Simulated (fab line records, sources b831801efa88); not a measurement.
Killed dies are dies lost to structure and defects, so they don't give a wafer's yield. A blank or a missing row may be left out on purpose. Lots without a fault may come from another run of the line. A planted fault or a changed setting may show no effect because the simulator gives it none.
Chamber matching | flow gf180mcu | GF_V3_CVD_00 on hdpcvd-01: 3 sister chambers
The step deposits SiO2, target thk 600 nm, time 100 s. 21 wafers are shown with their chamber, then 10 later ones without.

WAFERS WITH THEIR CHAMBER
wafer  | chamber | sih4_flow_sccm (sccm)
L173.1 | 2       | 60.28
L173.3 | 0       | 59.86
L173.5 | 1       | 60.25
L174.1 | 1       | 59.96
L174.2 | 0       | 59.91
L174.3 | 2       | 60.17
L176.5 | 2       | 59.96
L176.6 | 1       | 60.01
L177.1 | 2       | 60.09
L177.2 | 1       | 60.05
L187.1 | 0       | 60.12
L187.4 | 2       | 60.08
L187.5 | 0       | 59.99
L188.1 | 0       | 59.98
L188.4 | 2       | 60.01
L188.5 | 0       | 59.85
L189.2 | 0       | 59.99
L189.4 | 0       | 60.17
L189.6 | 1       | 59.92
L190.1 | 1       | 60.02
L190.5 | 1       | 60.09

SIGNATURES (means of the wafers above)
reading        | chamber 0 | chamber 1 | chamber 2 | scatter within a chamber
sih4_flow_sccm | 59.9838   | 60.0429   | 60.0983   | 0.112
Rule: a wafer's distance from a chamber is the root of the sum, over the readings, of the square of ((its reading less the chamber's mean) divided by the reading's scatter). The wafer belongs to the nearest chamber; if the next one is less than 2 further off, it can't be placed. The scatter: the root of (the sum of the squares of (reading less its chamber's mean) over the shown wafers, divided by (wafers less chambers)).

WAFERS WITHOUT THEIR CHAMBER
wafer  | sih4_flow_sccm (sccm)
L190.6 | 59.84
L192.2 | 59.85
L192.4 | 60.18
L192.6 | 59.91
L194.1 | 60.29
L194.5 | 60.11
L194.6 | 59.86
L196.1 | 60.17
L196.3 | 59.95
L196.5 | 60.20

WHICH CHAMBER EACH WENT THROUGH
wafer  | from the rows above          | in truth
L190.6 | can't be placed: 0 or 1 or 2 | 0
L192.2 | can't be placed: 0 or 1 or 2 | 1
L192.4 | can't be placed: 2 or 1 or 0 | 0
L192.6 | can't be placed: 0 or 1 or 2 | 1
L194.1 | can't be placed: 2 or 1 or 0 | 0
L194.5 | can't be placed: 2 or 1 or 0 | 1
L194.6 | can't be placed: 0 or 1 or 2 | 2
L196.1 | can't be placed: 2 or 1 or 0 | 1
L196.3 | can't be placed: 0 or 1 or 2 | 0
L196.5 | can't be placed: 2 or 1 or 0 | 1
Placed correctly: 0 of 10. Can't be placed from these rows: 10 (the true chamber is among the candidates in 10). Placed wrongly: 0.
